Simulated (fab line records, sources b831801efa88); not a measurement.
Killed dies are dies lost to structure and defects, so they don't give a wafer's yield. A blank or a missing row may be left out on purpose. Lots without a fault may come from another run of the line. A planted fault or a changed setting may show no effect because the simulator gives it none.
Chamber matching | flow sky130 | SKY_VIA3_ETCH_14 on rie_diel-03: 4 sister chambers
The step etches BARC in N2/H2, stops on SiO2, time 45.9 s, target depth 60 nm. 4 wafers are shown with their chamber, then 7 later ones without.

WAFERS WITH THEIR CHAMBER
wafer  | chamber | drypump_motor_current_A (A)
L373.1 | 1       | 5.5
L373.3 | 2       | 5.7
L373.6 | 0       | 5.0
L374.5 | 3       | 5.0

WAFERS WITHOUT THEIR CHAMBER
wafer  | drypump_motor_current_A (A)
L374.6 | 5.1
L376.1 | 5.7
L376.4 | 5.1
L376.5 | 5.6
L377.1 | 5.6
L377.5 | 5.0
L377.6 | 5.6

WHICH CHAMBER EACH WENT THROUGH
wafer  | from the rows above     | in truth
L374.6 | can't be placed: 0 or 3 | 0
L376.1 | 2                       | 2
L376.4 | can't be placed: 0 or 3 | 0
L376.5 | can't be placed: 1 or 2 | 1
L377.1 | can't be placed: 1 or 2 | 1
L377.5 | can't be placed: 0 or 3 | 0
L377.6 | can't be placed: 1 or 2 | 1
Placed correctly: 1 of 7. Can't be placed from these rows: 6 (the true chamber is among the candidates in 6). Placed wrongly: 0.
How it was worked out, from the rows above alone: a wafer's distance from a chamber is the root of the sum, over the readings, of the square of ((its reading less the chamber's mean) divided by the reading's scatter). The wafer belongs to the nearest chamber; if the next one is less than 2 further off, it can't be placed. A chamber's mean is the mean of its shown wafers. The scatter: with one shown wafer a chamber, the root of the mean of the squares of how far each hidden wafer lies from its nearest shown one.
